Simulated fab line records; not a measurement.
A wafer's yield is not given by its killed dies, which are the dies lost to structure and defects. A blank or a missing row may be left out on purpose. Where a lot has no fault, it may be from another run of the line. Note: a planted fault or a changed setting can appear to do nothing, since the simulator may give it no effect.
Chamber matching ; flow sky130 ; SKY_LI_CONTACT_ETCH_15 on rieDiel-01 has 4 sister chambers
The step etches PSG in C4F8/O2/Ar, stops on Si, target depth 600 nm. 18 wafers are shown with their chamber, then 9 later ones without.

EACH WAFER AND ITS CHAMBER
wafer;chamber;rfFwdPowerW (W);oesProductAu (a.u.)
L074.1;2;1496;0.830
L074.2;0;1492;0.832
L074.4;1;1486;0.824
L075.2;3;1492;0.830
L075.4;1;1490;0.829
L075.5;2;1498;0.836
L077.2;1;1490;0.827
L077.4;2;1499;0.837
L077.5;2;1498;0.832
L080.2;3;1492;0.828
L080.4;0;1494;0.834
L080.6;0;1501;0.829
L086.2;0;1491;0.829
L086.3;2;1490;0.827
L086.4;1;1487;0.836
L089.2;0;1484;0.835
L089.3;2;1499;0.825
L089.4;1;1489;0.830

SIGNATURES (averages over the wafers above)
reading;chamber 0;chamber 1;chamber 2;chamber 3;scatter within a chamber
rfFwdPowerW;1492.40;1488.40;1496.67;1492.00;3.98
oesProductAu;0.83180;0.82920;0.83117;0.82900;0.00402
Rule: a wafer's distance from a chamber is the root of the sum, over the readings, of the square of ((its reading less the chamber's mean) divided by the reading's scatter). If the next closest chamber is less than 2 further off than the closest, the wafer can't be placed; otherwise it belongs to the closest. The scatter: take each reading less its chamber's mean, square it, sum over the shown wafers, divide by the number of wafers less the number of chambers, and take the root.

WAFERS WITH NO CHAMBER GIVEN
wafer;rfFwdPowerW (W);oesProductAu (a.u.)
L094.1;1491;0.835
L094.3;1496;0.835
L094.4;1491;0.829
L096.1;1498;0.832
L096.2;1499;0.836
L096.6;1498;0.833
L097.3;1492;0.831
L097.5;1495;0.832
L097.6;1500;0.828

EACH ONE'S CHAMBER
wafer;from the rows above;in truth
L094.1;can't be placed: 0 or 3 or 1 or 2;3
L094.3;can't be placed: 2 or 0 or 3 or 1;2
L094.4;can't be placed: 3 or 1 or 0 or 2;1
L096.1;can't be placed: 2 or 0 or 3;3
L096.2;can't be placed: 2 or 0 or 3 or 1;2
L096.6;can't be placed: 2 or 0 or 3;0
L097.3;can't be placed: 0 or 3 or 1 or 2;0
L097.5;can't be placed: 2 or 0 or 3 or 1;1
L097.6;can't be placed: 2 or 3 or 0 or 1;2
Correct placement for 0 of the 9. Not placeable from these rows: 9 (in 9, the candidates include the true chamber). Placed wrongly: 0.
